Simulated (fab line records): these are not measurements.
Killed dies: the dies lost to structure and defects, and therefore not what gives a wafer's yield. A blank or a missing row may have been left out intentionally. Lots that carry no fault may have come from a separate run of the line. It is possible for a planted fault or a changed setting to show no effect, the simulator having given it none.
What tool caused it? + flow sfqLine + 15 lots with 42 wafers sampled at 2 steps, on a route of 325 steps

## WHAT THE GAUGES SHOWED, per wafer
SFQ_M4_OVL_MEAS_926.
| lot  | measured     | on         | M4_OVL (nm) |
|------|--------------|------------|-------------|
| L123 | day 34 06:31 | overlay-02 | -4 3 -3     |
| L124 | day 34 08:55 | overlay-02 | 4 -3 0      |
| L125 | day 34 10:06 | overlay-02 | -7 -12 -2   |
| L126 | day 34 17:06 | overlay-02 | 2 6 1       |
| L128 | day 35 02:42 | overlay-02 | -2 -3       |
| L131 | day 35 16:55 | overlay-01 | -10 -9      |
| L134 | day 36 14:13 | overlay-02 | -1 2        |
| L136 | day 37 03:25 | overlay-02 | 5 4 6       |
| L137 | day 37 11:49 | overlay-02 | -8 -6 -2    |
| L140 | day 38 01:02 | overlay-01 | 16 14 5     |
| L141 | day 38 08:13 | overlay-01 | -3 2 6      |
| L142 | day 38 19:01 | overlay-01 | 4 -6 5      |
| L144 | day 39 04:37 | overlay-01 | 3 7 9       |
| L145 | day 39 08:14 | overlay-02 | 3 -1 4      |
| L146 | day 39 09:25 | overlay-02 | 0 1 1       |

SFQ_I4_OVL_MEAS_928.
| lot  | measured     | on         | I4_OVL (nm) |
|------|--------------|------------|-------------|
| L123 | day 39 19:35 | overlay-01 | -6 -9 -11   |
| L124 | day 39 23:11 | overlay-01 | 2 -7 -8     |
| L125 | day 40 01:34 | overlay-01 | -1 1 -1     |
| L126 | day 40 09:46 | overlay-02 | -7 -5 -3    |
| L128 | day 40 22:58 | overlay-01 | -10 -7      |
| L131 | day 41 17:05 | overlay-02 | -9 -7       |
| L134 | day 42 14:38 | overlay-01 | -1 7        |
| L136 | day 44 06:57 | overlay-01 | -8 -4 -5    |
| L137 | day 44 10:33 | overlay-01 | -4 -12 -3   |
| L140 | day 45 03:22 | overlay-01 | 0 -2 0      |
| L141 | day 45 10:33 | overlay-01 | -12 -14 -15 |
| L142 | day 45 21:21 | overlay-01 | 10 3 7      |
| L144 | day 46 12:30 | overlay-02 | -9 -12 -5   |
| L145 | day 46 14:55 | overlay-02 | -3 -9 -5    |
| L146 | day 46 18:30 | overlay-02 | 10 0 2      |

## WHICH TOOL RAN EACH LOT (tool, then ch and the chambers of the sampled wafers, then the start)
No process step before these readings appears in the record.

## WHAT THE TOOLS THEMSELVES READ (means of the sampled wafers that have a number; where no wafer has one, the mark that the record gives instead)
The record holds no such reading with a usual standard deviation.

## THE ANSWER, worked out from the rows above alone
Rule: the usual values come from the lots themselves. The widest of any qualifying gaps counts: lots, ordered by their means at a reading, are off when they make up no more than a third of the lots, leave a main group of 4 or more, and stand apart from it by 3 or more times the standard deviation of that group's means. The tables above print the reading to a certain number of digits; a main group whose means all agree to those digits is not used. A lot without any number at a reading at which 4 lots or more have one is off too. Any other lot the step has rows for is counted as sound. First the gauges in route order, then the tools' own readings, where a lot's mean is used as printed above. At the first step where some lot is off, the reading lying furthest off is the one used; lots without a number count as furthest.
Across all readings shown, no lot is off: no conclusion can be drawn from this.

## WHAT THE SIMULATOR HAD PUT IN
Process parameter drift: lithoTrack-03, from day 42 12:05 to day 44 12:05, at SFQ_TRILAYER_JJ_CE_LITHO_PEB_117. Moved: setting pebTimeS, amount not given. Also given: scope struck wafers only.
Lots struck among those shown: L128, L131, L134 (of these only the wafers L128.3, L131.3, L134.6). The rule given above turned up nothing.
